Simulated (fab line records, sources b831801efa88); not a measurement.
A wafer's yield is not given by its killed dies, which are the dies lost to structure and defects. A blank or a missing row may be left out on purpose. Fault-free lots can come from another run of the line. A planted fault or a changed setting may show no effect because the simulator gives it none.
2 desks looking at one fault -- flow gf180mcu -- only its own numbers are on each desk; what lay behind them is given at the end

METROLOGY DESK
What the gauges read, lot by lot, whatever tool the lot ran on: means of the sampled wafers that have a number. If a lot's mean is further than 4 standard deviations from the usual mean, the lot is out of limits and carries the mark OUT (the distance appears in the brackets).
Columns: A = HV_LDD_4_TW at GF_HV_LDD_TW_MEAS_50, usual 574.0; B = PSD_RS at GF_PSD_RS_MEAS_15, usual 108.35 ohm/sq; C = SAB_CVD_00_THK at GF_SAB_THK_MEAS_01, usual 50.1 nm; D = SALICIDE_TIN_RS at GF_SALICIDE_RS_MEAS_04, usual 16.4 ohm/sq
lot,first seen here,A,B,C,D
L799,day 12 06:06,569.5,108.16,49.0,16.9
L800,day 12 16:04,575.1,108.31,50.3,16.1
L801,day 13 02:31,575.3,108.28,50.3,16.3
L802,day 13 06:56,573.2,108.60,50.8,16.5
L804,day 14 01:01,577.5,108.66,49.6,16.8
L805,day 14 07:00,570.1,108.52,50.4,16.2
L806,day 15 04:28,576.5,108.26,49.9,16.1
L807,day 15 05:22,572.9,108.28,51.0,16.6
L810,day 16 12:16,573.9,108.52,50.1,16.1
L814,day 17 20:47,572.2,108.37,49.9,16.4
L816,day 18 03:29,573.2,108.33,44.2 (-8.7) OUT,15.9
L818,day 18 17:16,575.9,107.98,43.9 (-9.1) OUT,16.4
L819,day 19 05:28,573.6,108.06,49.8,16.0
L820,day 19 11:31,575.9,108.69,50.1,16.0
This desk's result: L816, L818 out of limits, first on L816 (SAB_CVD_00_THK at GF_SAB_THK_MEAS_01), day 20 08:01. In limits: L799, L800, L801, L802, L804, L805, L806, L807, L810, L814, L819, L820.

FOR THE TOOL OWNER'S DESK: pecvd-02
The tool's own readings at GF_SAB_CVD_00 (deposits SiO2 from TEOS, target thk 50 nm, time 4.9302 s): means of the sampled wafers that have a number, for each lot that ran on this tool. If a lot's mean is further than 4 standard deviations from the usual mean, the lot is out of limits and carries the mark OUT (the distance appears in the brackets).
Columns: A = heater power w at GF_SAB_CVD_00, usual 698 W
lot,first seen here,A
L800,day 14 13:51,653
L801,day 15 00:19,640
L802,day 15 04:46,669
L805,day 16 07:00,668
L807,day 17 08:25,614
L810,day 18 16:40,676
L816,day 20 07:59,663
L818,day 20 22:09,698
This desk found nothing out of limits on any of the 8 lots.

BROUGHT TOGETHER
At day 20 08:01 the metrology desk could have sounded an alarm, on L816, L818.
The tool owner's desk saw nothing out of limits.
The tool owner's desk has L816, L818 on record, within its limits.
GF_SAB_CVD_00 was run on pecvd-02 by each of the lots named.

WHAT THE SIMULATOR HAD PUT IN
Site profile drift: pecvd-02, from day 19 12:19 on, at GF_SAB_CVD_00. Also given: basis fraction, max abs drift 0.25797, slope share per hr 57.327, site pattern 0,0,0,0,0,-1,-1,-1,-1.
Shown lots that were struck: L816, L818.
Delay in hours, fault start to first out-of-limits reading, per desk: metrology desk 20.
